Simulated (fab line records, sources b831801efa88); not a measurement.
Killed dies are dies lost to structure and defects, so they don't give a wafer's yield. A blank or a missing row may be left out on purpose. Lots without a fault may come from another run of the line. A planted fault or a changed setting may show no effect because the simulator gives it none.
A struck lot beside a sound one | flow sfq_line | 15 steps out of a route of 325
Sound: wafers L256.1, L256.3, L256.6. Struck: wafer L268.1. (L268.3, L268.5 of the same lot were not struck and are left out.) The cause comes at the end.
At each step with rows: each side's tool, then ch and its chambers, then its first start. Under that, the readings that differ: sound wafers | struck wafers | difference of the means | sigmas: that difference in standard deviations of wafers without a fault.
alike: readings whose means differ by less than 2 such deviations, and words and numbers that are the same on both sides. not compared: withheld readings, readings that some wafer has no value for, bounds like >300 that may hide the same value, and numbers for which the record gives no deviation and whose values overlap.
The two part at a step that has a row with sigmas, a row that says differs or no value, or rows on one side only. Numbers that don't overlap but have no deviation are shown without sigmas and don't part them. A reading that every wafer of one side lacks parts them only if that side has two wafers or more.

first, 1 step without rows for these wafers: SFQ_TRILAYER_M7_STRIP_SOLV_CLEAN_182 (cleans in NMP, time 600 s).
SFQ_TRILAYER_I7_DEP_PECVD_183: deposits SiO2 from SiH4/N2O, time 113.9 s, target thk 500 nm.
  sound on pecvd-02 ch 0,1,2, day 77 19:52; struck on pecvd-01 ch 0, day 87 18:35
  alike: heater_power_w, throttle_valve_pct
SFQ_TRILAYER_I7_CMP_CMP_184: polishes SiO2.
  sound on cmp-01 ch 0,3, day 77 20:53; struck on cmp-01 ch 1, day 87 21:47
  alike: motor_current_A, time_to_endpoint_s
SFQ_I7_BOW_MEAS_946:
  sound on film_metro-03, day 77 23:53; struck on film_metro-02, day 88 00:17
  alike: I7_BOW
SFQ_TRILAYER_I7_METRO_MEASURE_185:
  sound on film_metro-03, day 78 00:00; struck on film_metro-02, day 88 00:24
  alike: thk_nm
then, 4 steps without rows for these wafers: SFQ_TRILAYER_I7_VIA_LITHO_COAT_192 (resist thk 62 nm); SFQ_TRILAYER_I7_VIA_LITHO_COAT_187 (resist thk 650 nm); SFQ_TRILAYER_I7_VIA_LITHO_SOFTBAKE_191; SFQ_TRILAYER_I7_VIA_LITHO_EXPOSE_188 (exposes mask I7, target cd 1000 nm).
SFQ_TRILAYER_I7_VIA_LITHO_PEB_190: peb time 60.96 s.
  sound on litho_track-01 ch 0, day 78 03:09; struck on litho_track-01 ch 0, day 88 04:40
  alike: plate_sensor_t_centre_C, plate_sensor_t_edge_C
then, 1 step without rows for these wafers: SFQ_TRILAYER_I7_VIA_LITHO_DEVELOP_189 (time 60 s).
SFQ_I7_OVL_MEAS_947:
  sound on overlay-01, day 78 03:27; struck on overlay-02, day 88 04:58
  reading     | sound | struck | difference | sigmas
  I7_OVL (nm) | 4 8 8 | -10    | -17        | -3
SFQ_TRILAYER_I7_VIA_BARC_OPEN_VIA_ETCH_260: etches BARC in O2, target depth 125 nm, time 41.7 s.
  sound on rie_diel-01 ch 1,2,3, day 78 03:29; struck on rie_diel-01 ch 1, day 88 05:01
  reading                                                 | sound             | struck | difference | sigmas
  oes_product_au (a.u.)                                   | 0.683 0.682 0.682 | 0.658  | -0.024     | -6
  run_length_s (s)                                        | 70.3 69.6 69.6    | 73.9   | +4.1       | +10
  model.KrF_of_TRILAYER_I7_VIA_LITHO_COAT_187.thk_nm (nm) | 574.1 572.9 571.9 | 567.7  | -5.3       |
  alike: drypump_motor_current_A
  not compared: rf_hours_counter_h
SFQ_TRILAYER_I7_VIA_ETCH_VIA_ETCH_190: etches SiO2 in CHF3, stops on Nb, target depth 260 nm.
  sound on rie_diel-01 ch 1,2,3, day 78 03:31; struck on rie_diel-01 ch 1, day 88 05:03
  reading                                                 | sound             | struck | difference | sigmas
  model.KrF_of_TRILAYER_I7_VIA_LITHO_COAT_187.thk_nm (nm) | 530.3 528.9 526.6 | 523.2  | -5.4       |
  alike: drypump_motor_current_A, oes_product_au
SFQ_TRILAYER_I7_VIA_STRIP_STRIP_191: strips in O2.
  sound on rie_metal-02 ch 0, day 78 03:38; struck on rie_metal-03 ch 0, day 88 05:10
  reading               | sound             | struck | difference | sigmas
  oes_product_au (a.u.) | 0.999 0.999 0.999 | 0.982  | -0.017     | -2
  alike: drypump_motor_current_A
  not compared: rf_hours_counter_h

WHERE THEY PART
First at SFQ_I7_OVL_MEAS_947; last, within this record, at SFQ_TRILAYER_I7_VIA_STRIP_STRIP_191.

WHY: what the simulator had put in
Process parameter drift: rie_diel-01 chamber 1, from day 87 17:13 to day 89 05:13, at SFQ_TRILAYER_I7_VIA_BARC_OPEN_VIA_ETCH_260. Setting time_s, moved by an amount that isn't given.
